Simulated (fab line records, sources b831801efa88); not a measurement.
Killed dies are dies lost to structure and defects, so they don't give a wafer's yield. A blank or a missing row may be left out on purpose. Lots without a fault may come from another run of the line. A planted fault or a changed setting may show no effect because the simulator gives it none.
One fault seen from 2 desks | flow gf180mcu | each desk has only its own numbers; what lay behind them comes last

THE TOOL OWNER'S DESK: plasma_asher-04
The tool's own readings at GF_DUAL_GATE_STRIP_13 (strips in O2/N2): means of the sampled wafers that have a number, for each lot that ran on this tool. A lot is out of limits, marked OUT, if its mean lies more than 4 standard deviations from the usual mean; the brackets give that distance.
Columns: A = chamber_pressure_mTorr at GF_DUAL_GATE_STRIP_13, usual 1499.9 mTorr; B = drypump_motor_current_A at GF_DUAL_GATE_STRIP_13, usual 5.5 A; C = heater_power_w at GF_DUAL_GATE_STRIP_13, usual 342 W; D = n2_flow_sccm at GF_DUAL_GATE_STRIP_13, usual 300.0 sccm; E = oes_product_au at GF_DUAL_GATE_STRIP_13, usual 0.728 a.u.; F = platen_temp_c at GF_DUAL_GATE_STRIP_13, usual 250.03 C; G = strip_time_to_endpoint_s at GF_DUAL_GATE_STRIP_13, usual 12.28 s
lot  | first seen here | A      | B   | C   | D     | E     | F      | G
L350 | day 8 02:43     | 1500.4 | 6.2 | 339 | 300.7 | 0.736 | 250.15 | 12.29
L353 | day 9 02:07     | 1499.0 | 6.2 | 337 | 301.4 | 0.733 | 250.00 | 12.24
L367 | day 13 06:10    | 1499.9 | 6.2 | 340 | 298.7 | 0.727 | 250.02 | 12.26
This desk's finding: nothing out of limits on any of the 3 lots.

THE METROLOGY DESK
What the gauges read, lot by lot, whatever tool the lot ran on: means of the sampled wafers that have a number. A lot is out of limits, marked OUT, if its mean lies more than 4 standard deviations from the usual mean; the brackets give that distance.
Columns: A = CONTACT_W_THK at GF_CONTACT_THK_MEAS_26, usual 302 nm
lot  | first seen here | A
L350 | day 16 06:01    | 297
L352 | day 16 19:11    | 308
L353 | day 17 03:56    | 301
L354 | day 17 10:47    | 305
L357 | day 18 19:09    | 299
L358 | day 19 04:21    | 296
L359 | day 19 13:03    | 300
L361 | day 20 03:25    | 304
L362 | day 20 17:47    | 300
L363 | day 20 18:49    | 310
L367 | day 22 13:22    | 302
This desk's finding: nothing out of limits on any of the 11 lots.

PUT TOGETHER
The tool owner's desk saw nothing out of limits.
The metrology desk saw nothing out of limits.

WHAT THE SIMULATOR HAD PUT IN
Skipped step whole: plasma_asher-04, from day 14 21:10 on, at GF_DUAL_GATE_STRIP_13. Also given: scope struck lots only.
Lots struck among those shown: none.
